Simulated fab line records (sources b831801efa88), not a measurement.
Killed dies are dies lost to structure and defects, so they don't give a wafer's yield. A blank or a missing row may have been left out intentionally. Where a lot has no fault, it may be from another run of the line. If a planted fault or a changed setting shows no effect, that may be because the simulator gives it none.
Chamber matching / flow gf180mcu / cmp-01 running GF_CONTACT_CMP_27: 4 sister chambers
The step polishes, stops on SiO2, t overpolish 15 s, target thk 0 nm. 4 wafers are shown with their chamber, then 7 later ones without.

== WAFERS, EACH WITH ITS CHAMBER ==
wafer=L150.2; chamber=0; time-to-endpoint-s (s)=75
wafer=L150.5; chamber=3; time-to-endpoint-s (s)=75
wafer=L153.1; chamber=1; time-to-endpoint-s (s)=69
wafer=L153.4; chamber=2; time-to-endpoint-s (s)=70

== WAFERS MISSING THEIR CHAMBER ==
wafer=L153.6; time-to-endpoint-s (s)=68
wafer=L162.2; time-to-endpoint-s (s)=71
wafer=L162.4; time-to-endpoint-s (s)=76
wafer=L162.5; time-to-endpoint-s (s)=68
wafer=L163.1; time-to-endpoint-s (s)=69
wafer=L163.3; time-to-endpoint-s (s)=72
wafer=L163.5; time-to-endpoint-s (s)=75

== WHICH CHAMBER EACH ONE RAN IN ==
wafer=L153.6; from the rows above=can't be placed: 1 or 2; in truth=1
wafer=L162.2; from the rows above=can't be placed: 2 or 1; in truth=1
wafer=L162.4; from the rows above=can't be placed: 0 or 3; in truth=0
wafer=L162.5; from the rows above=can't be placed: 1 or 2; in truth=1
wafer=L163.1; from the rows above=can't be placed: 1 or 2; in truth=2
wafer=L163.3; from the rows above=can't be placed: 2 or 0 or 1 or 3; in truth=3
wafer=L163.5; from the rows above=can't be placed: 0 or 3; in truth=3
Placed correctly: 0 of 7. From these rows, 7 cannot be placed; in 7 the true chamber is one of the candidates. Number placed wrongly: 0.
How it was worked out, from the rows above alone: a wafer's distance from a chamber is the root of the sum, over the readings, of the square of ((its reading less the chamber's mean) divided by the reading's scatter). If the next closest chamber is less than 2 further off than the closest, the wafer can't be placed; otherwise it belongs to the closest. For every chamber, the mean is computed from those of its wafers that are shown. The scatter: root of mean squared gap, hidden wafer to nearest shown wafer, with one shown wafer a chamber.
